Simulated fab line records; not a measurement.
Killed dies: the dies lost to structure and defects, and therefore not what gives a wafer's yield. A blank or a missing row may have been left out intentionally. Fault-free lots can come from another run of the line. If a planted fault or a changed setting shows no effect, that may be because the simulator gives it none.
Commonality check across tools :: flow sky130 :: Lots sampled 10, wafers sampled 30

WHY IT WAS OPENED
2 of 10 lots carry a flag on the reading VIA4_W_RS at SKY_VIA4_RS_MEAS_19. Fault-free wafers read 0.2257 ohm/sq, with a standard deviation of 0.0025.
Rule: flag the lot when none of its wafers has a number, or when each of its wafers that has one lies beyond 4 standard deviations from that mean. The other lots count as sound.

lot: L828
measured: day 43 03:40
on: filmMetro-02
VIA4_W_RS (ohm/sq), wafer by wafer: 0.2255 0.2278 0.2236
flag: 

lot: L829
measured: day 43 10:32
on: filmMetro-02
VIA4_W_RS (ohm/sq), wafer by wafer: 0.2214 0.2267 0.2243
flag: 

lot: L830
measured: day 43 15:17
on: filmMetro-04
VIA4_W_RS (ohm/sq), wafer by wafer: 0.2271 0.2301 0.2278
flag: 

lot: L831
measured: day 44 05:32
on: filmMetro-04
VIA4_W_RS (ohm/sq), wafer by wafer: 0.2257 0.2276 0.2251
flag: 

lot: L834
measured: day 44 18:02
on: filmMetro-02
VIA4_W_RS (ohm/sq), wafer by wafer: 0.2241 0.2265 0.2225
flag: 

lot: L838
measured: day 45 18:28
on: filmMetro-04
VIA4_W_RS (ohm/sq), wafer by wafer: 0.2265 0.2240 0.2248
flag: 

lot: L842
measured: day 47 00:19
on: filmMetro-01
VIA4_W_RS (ohm/sq), wafer by wafer: 0.2222 0.2236 0.2289
flag: 

lot: L843
measured: day 47 02:04
on: filmMetro-04
VIA4_W_RS (ohm/sq), wafer by wafer: 0.1116 0.1108 0.1103
flag: FLAGGED

lot: L845
measured: day 47 12:56
on: filmMetro-01
VIA4_W_RS (ohm/sq), wafer by wafer: 0.2246 0.2300 0.2254
flag: 

lot: L846
measured: day 47 17:26
on: filmMetro-01
VIA4_W_RS (ohm/sq), wafer by wafer: 0.1115 0.1127 0.1124
flag: FLAGGED
Average over the flagged lots: 0.1115 ohm/sq; offset from the usual -0.1142 ohm/sq, equal to -46 standard deviations.

EACH LOT AND THE TOOL IT RAN ON
3 process steps preceding the reading are held in the record, out of 708 steps in the route. In each cell: the tool, then ch and the chambers that the sampled wafers went through, then the start.
lot: L828
flag: 
SKY_VIA1_STRIP_16: plasmaAsher-01 ch 0,1, day 34 04:24
SKY_VIA3_SPUTTER_20: pvdSputter-02, day 39 23:17
SKY_VIA4_CVD_18: cvdW-02 ch 0,1, day 43 03:32

lot: L829
flag: 
SKY_VIA1_STRIP_16: plasmaAsher-04 ch 0,1, day 34 14:10
SKY_VIA3_SPUTTER_20: pvdSputter-02, day 40 06:43
SKY_VIA4_CVD_18: cvdW-01 ch 0,1, day 43 10:17

lot: L830
flag: 
SKY_VIA1_STRIP_16: plasmaAsher-01 ch 0,1, day 34 19:55
SKY_VIA3_SPUTTER_20: pvdSputter-03, day 40 12:19
SKY_VIA4_CVD_18: cvdW-01 ch 1, day 43 14:59

lot: L831
flag: 
SKY_VIA1_STRIP_16: plasmaAsher-04 ch 0,1, day 35 11:34
SKY_VIA3_SPUTTER_20: pvdSputter-03, day 41 02:28
SKY_VIA4_CVD_18: cvdW-02 ch 0,1, day 44 05:23

lot: L834
flag: 
SKY_VIA1_STRIP_16: plasmaAsher-03 ch 1, day 36 01:40
SKY_VIA3_SPUTTER_20: pvdSputter-01, day 41 15:31
SKY_VIA4_CVD_18: cvdW-02 ch 0,1, day 44 17:52

lot: L838
flag: 
SKY_VIA1_STRIP_16: plasmaAsher-01 ch 0,1, day 37 11:07
SKY_VIA3_SPUTTER_20: pvdSputter-02, day 42 20:28
SKY_VIA4_CVD_18: cvdW-02 ch 0,1, day 45 18:19

lot: L842
flag: 
SKY_VIA1_STRIP_16: plasmaAsher-01 ch 0,1, day 38 21:40
SKY_VIA3_SPUTTER_20: pvdSputter-02, day 44 05:43
SKY_VIA4_CVD_18: cvdW-02 ch 0,1, day 47 00:09

lot: L843
flag: FLAGGED
SKY_VIA1_STRIP_16: plasmaAsher-03 ch 0,1, day 38 23:33
SKY_VIA3_SPUTTER_20: pvdSputter-03, day 44 06:36
SKY_VIA4_CVD_18: cvdW-01 ch 0,1, day 47 01:35

lot: L845
flag: 
SKY_VIA1_STRIP_16: plasmaAsher-01 ch 0,1, day 39 14:34
SKY_VIA3_SPUTTER_20: pvdSputter-02, day 44 19:13
SKY_VIA4_CVD_18: cvdW-02 ch 0,1, day 47 12:47

lot: L846
flag: FLAGGED
SKY_VIA1_STRIP_16: plasmaAsher-03 ch 0,1, day 39 16:55
SKY_VIA3_SPUTTER_20: pvdSputter-01, day 44 22:34
SKY_VIA4_CVD_18: cvdW-01 ch 0,1, day 47 16:58
What the steps here do:
- SKY_VIA1_STRIP_16: strips in O2/N2.
- SKY_VIA3_SPUTTER_20: material TiN, target thk 20 nm, time 80 s.
- SKY_VIA4_CVD_18: deposits W, target thk 505 nm, time 152.14 s.
- SKY_VIA4_RS_MEAS_19: measures by four-point-probe.

FLAGGED OVER TOTAL, TOOL BY TOOL (the gauges that took the reading come last)
step: SKY_VIA1_STRIP_16
tool: plasmaAsher-01
lots run: 5
flagged: 0
share of the flagged lots: none
sound lots run after its first flagged lot: -

step: SKY_VIA1_STRIP_16
tool: plasmaAsher-03
lots run: 3
flagged: 2
share of the flagged lots: all
sound lots run after its first flagged lot: 0

step: SKY_VIA1_STRIP_16
tool: plasmaAsher-04
lots run: 2
flagged: 0
share of the flagged lots: none
sound lots run after its first flagged lot: -

step: SKY_VIA3_SPUTTER_20
tool: pvdSputter-01
lots run: 2
flagged: 1
share of the flagged lots: some
sound lots run after its first flagged lot: 0

step: SKY_VIA3_SPUTTER_20
tool: pvdSputter-02
lots run: 5
flagged: 0
share of the flagged lots: none
sound lots run after its first flagged lot: -

step: SKY_VIA3_SPUTTER_20
tool: pvdSputter-03
lots run: 3
flagged: 1
share of the flagged lots: some
sound lots run after its first flagged lot: 0

step: SKY_VIA4_CVD_18
tool: cvdW-01
lots run: 4
flagged: 2
share of the flagged lots: all
sound lots run after its first flagged lot: 0

step: SKY_VIA4_CVD_18
tool: cvdW-02
lots run: 6
flagged: 0
share of the flagged lots: none
sound lots run after its first flagged lot: -

step: SKY_VIA4_RS_MEAS_19
tool: filmMetro-01
lots run: 3
flagged: 1
share of the flagged lots: some
sound lots run after its first flagged lot: 0

step: SKY_VIA4_RS_MEAS_19
tool: filmMetro-02
lots run: 3
flagged: 0
share of the flagged lots: none
sound lots run after its first flagged lot: -

step: SKY_VIA4_RS_MEAS_19
tool: filmMetro-04
lots run: 4
flagged: 1
share of the flagged lots: some
sound lots run after its first flagged lot: 0

THE TABLE: WHAT IT ALLOWS
Rows of the table that ran all the flagged lots, 2 in number: plasmaAsher-03 at SKY_VIA1_STRIP_16; cvdW-01 at SKY_VIA4_CVD_18.
- plasmaAsher-03 at SKY_VIA1_STRIP_16: 2 of its 3 lots flagged. Its last sound lot is L834 (day 36 01:40), its first flagged lot L843 (day 38 23:33): a fault that began between those two fits.
- cvdW-01 at SKY_VIA4_CVD_18: 2 of its 4 lots flagged. Its last sound lot is L830 (day 43 14:59), its first flagged lot L843 (day 47 01:35): a fault that began between those two fits.
A lot count leaves these 2 tools indistinguishable: every one of them fits a fault beginning at some hour. More lots, or a look at what each step does to the wafer, might.

WHAT WAS PUT IN BY THE SIMULATOR
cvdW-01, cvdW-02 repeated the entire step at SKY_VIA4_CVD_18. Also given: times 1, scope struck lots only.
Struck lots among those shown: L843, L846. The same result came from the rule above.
